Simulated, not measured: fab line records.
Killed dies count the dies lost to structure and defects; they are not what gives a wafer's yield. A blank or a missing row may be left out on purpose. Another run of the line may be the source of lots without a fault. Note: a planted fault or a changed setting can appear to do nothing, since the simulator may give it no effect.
Which tool did it?	flow gf180mcu	42 wafers from 15 lots sampled at 4 of the route's 602 steps

## WHAT THE GAUGES READ, wafer by wafer
GF_NSD_CD_MEAS_07: target cd 400 nm. Usual: cd_nm reads 399.9 nm (standard deviation 2.3).
lot	measured	on	cd_nm (nm)	flag
L928	day 13 15:23	cd_sem-01	398.8 399.8 397.5	
L930	day 14 01:04	cd_sem-01	399.4 399.4 397.3	
L929	day 14 07:22	cd_sem-02	398.1 400.2 402.0	
L931	day 14 09:40	cd_sem-01	399.6 400.9 398.4	
L934	day 15 19:55	cd_sem-02	399.9 367.7	OFF
L935	day 16 01:34	cd_sem-01	404.7 371.8	OFF
L936	day 16 07:01	cd_sem-01	372.1 403.0	OFF
L943	day 18 20:41	cd_sem-01	399.6 399.7 400.6	
L944	day 19 04:59	cd_sem-02	402.8 398.6 400.7	
L945	day 19 12:01	cd_sem-02	403.5 403.6 401.2	
L946	day 19 17:02	cd_sem-02	398.2 396.8 398.1	
L947	day 20 10:42	cd_sem-01	401.1 400.7 401.4	
L948	day 20 16:53	cd_sem-02	399.0 397.7 398.5	
L949	day 21 02:31	cd_sem-02	399.3 396.9 396.8	
L950	day 21 06:14	cd_sem-01	400.0 398.4 399.5	

GF_SAB_CD_MEAS_09: target cd 420 nm. Usual: cd_nm reads 420.6 nm (standard deviation 2.1).
lot	measured	on	cd_nm (nm)	flag
L928	day 15 10:25	cd_sem-02	419.6 417.7 420.7	
L930	day 15 19:24	cd_sem-02	422.9 421.8 422.6	
L929	day 16 02:11	cd_sem-01	421.4 419.4 420.1	
L931	day 16 04:46	cd_sem-02	425.0 424.3 424.4	
L934	day 17 17:50	cd_sem-01	420.5 421.9	
L935	day 18 00:20	cd_sem-01	419.7 420.2	
L936	day 18 06:15	cd_sem-01	418.3 416.4	
L943	day 20 21:04	cd_sem-01	420.5 421.3 421.2	
L944	day 21 06:43	cd_sem-01	419.5 421.6 420.7	
L945	day 21 12:10	cd_sem-02	419.7 417.2 417.8	
L946	day 21 18:02	cd_sem-02	422.2 421.1 422.7	
L947	day 22 10:23	cd_sem-02	419.9 418.9 419.3	
L948	day 22 17:16	cd_sem-02	419.5 419.8 419.3	
L949	day 23 02:10	cd_sem-02	420.8 421.3 420.5	
L950	day 23 06:05	cd_sem-02	419.6 419.8 419.1	

## WHICH TOOL RAN EACH LOT (tool, then ch and the chambers of the sampled wafers, then the start)
lot	GF_POLY_GATE_STRIP_14	GF_NSD_DEVELOP_06
L928	plasma_asher-02 ch 0,1, day 9 12:12	litho_track-04 ch 0, day 13 15:15
L930	plasma_asher-03 ch 0,1, day 9 22:07	litho_track-03 ch 0, day 14 00:55
L929	plasma_asher-03 ch 0,1, day 10 01:31	litho_track-03 ch 0, day 14 07:13
L931	plasma_asher-01 ch 0,1, day 10 03:15	litho_track-03 ch 0, day 14 09:31
L934	plasma_asher-01 ch 0,1, day 11 09:31	litho_track-03 ch 0, day 15 19:46
L935	plasma_asher-03 ch 0,1, day 11 14:40	litho_track-03 ch 0, day 16 01:25
L936	plasma_asher-03 ch 0, day 11 18:08	litho_track-03 ch 0, day 16 06:52
L943	plasma_asher-01 ch 0,1, day 13 21:13	litho_track-04 ch 0, day 18 20:32
L944	plasma_asher-02 ch 0,1, day 14 05:52	litho_track-04 ch 0, day 19 04:50
L945	plasma_asher-01 ch 0,1, day 14 11:37	litho_track-04 ch 0, day 19 11:52
L946	plasma_asher-03 ch 0,1, day 14 15:28	litho_track-02 ch 0, day 19 16:53
L947	plasma_asher-02 ch 0,1, day 15 05:55	litho_track-04 ch 0, day 20 10:32
L948	plasma_asher-01 ch 1, day 15 10:34	litho_track-04 ch 0, day 20 16:44
L949	plasma_asher-01 ch 0,1, day 15 16:34	litho_track-04 ch 0, day 21 02:22
L950	plasma_asher-03 ch 0,1, day 16 03:07	litho_track-02 ch 0, day 21 06:05
- GF_POLY_GATE_STRIP_14: strips in O2/N2.
- GF_NSD_DEVELOP_06: develop time 60 s.

## AS READ BY THE TOOLS THEMSELVES (means over the sampled wafers that have a number; for cases with no such wafer, the mark the record gives instead)
GF_POLY_GATE_STRIP_14. Usual: drypump_motor_current_A 5.8 A, standard deviation 0.41; heater_power_w 317 W, standard deviation 27; oes_product_au 0.505 a.u., standard deviation 0.0048.
lot	tool	drypump_motor_current_A (A)	heater_power_w (W)	oes_product_au (a.u.)	flag
L928	plasma_asher-02	5.2	293	0.507	
L930	plasma_asher-03	6.1	342	0.507	
L929	plasma_asher-03	6.1	324	0.504	
L931	plasma_asher-01	5.7	317	0.510	
L934	plasma_asher-01	5.8	321	0.512	
L935	plasma_asher-03	6.0	329	0.503	
L936	plasma_asher-03	6.1	360	0.506	
L943	plasma_asher-01	5.7	318	0.502	
L944	plasma_asher-02	5.4	277	0.509	
L945	plasma_asher-01	5.7	319	0.506	
L946	plasma_asher-03	6.1	344	0.503	
L947	plasma_asher-02	5.2	294	0.509	
L948	plasma_asher-01	6.2	307	0.506	
L949	plasma_asher-01	6.0	317	0.507	
L950	plasma_asher-03	6.1	339	0.508	

## THE ANSWER, worked out from the rows above alone
Rule: take the mean of a lot's wafers that have a number; if it is more than 3 standard deviations from the usual mean, the lot is off. A lot without any number at a reading at which 4 lots or more have one is off too. The other lots that the step has rows for count as sound. After the gauges, taken in route order, come the tools' own readings; for these a lot's mean is taken, as printed above. At the first step where some lot is off, the reading lying furthest off is the one used; lots without a number count as furthest.
Off: L934, L935, L936 (GF_NSD_CD_MEAS_07, cd_nm).
A tool fits if, at a process step before that reading, it ran every lot that is off, and no sound lot after the first of them. The gauges at GF_NSD_CD_MEAS_07 are tried like those tools. One fits: GF_NSD_DEVELOP_06 on litho_track-03. A fault onset in the window from L931 (day 14 09:31, its last sound lot) to L934 (day 15 19:46, its first lot off) fits.

## WHAT HAD BEEN PUT IN BY THE SIMULATOR
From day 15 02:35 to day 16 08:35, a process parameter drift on litho_track-03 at GF_NSD_DEVELOP_06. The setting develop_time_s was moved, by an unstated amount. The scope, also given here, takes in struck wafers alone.
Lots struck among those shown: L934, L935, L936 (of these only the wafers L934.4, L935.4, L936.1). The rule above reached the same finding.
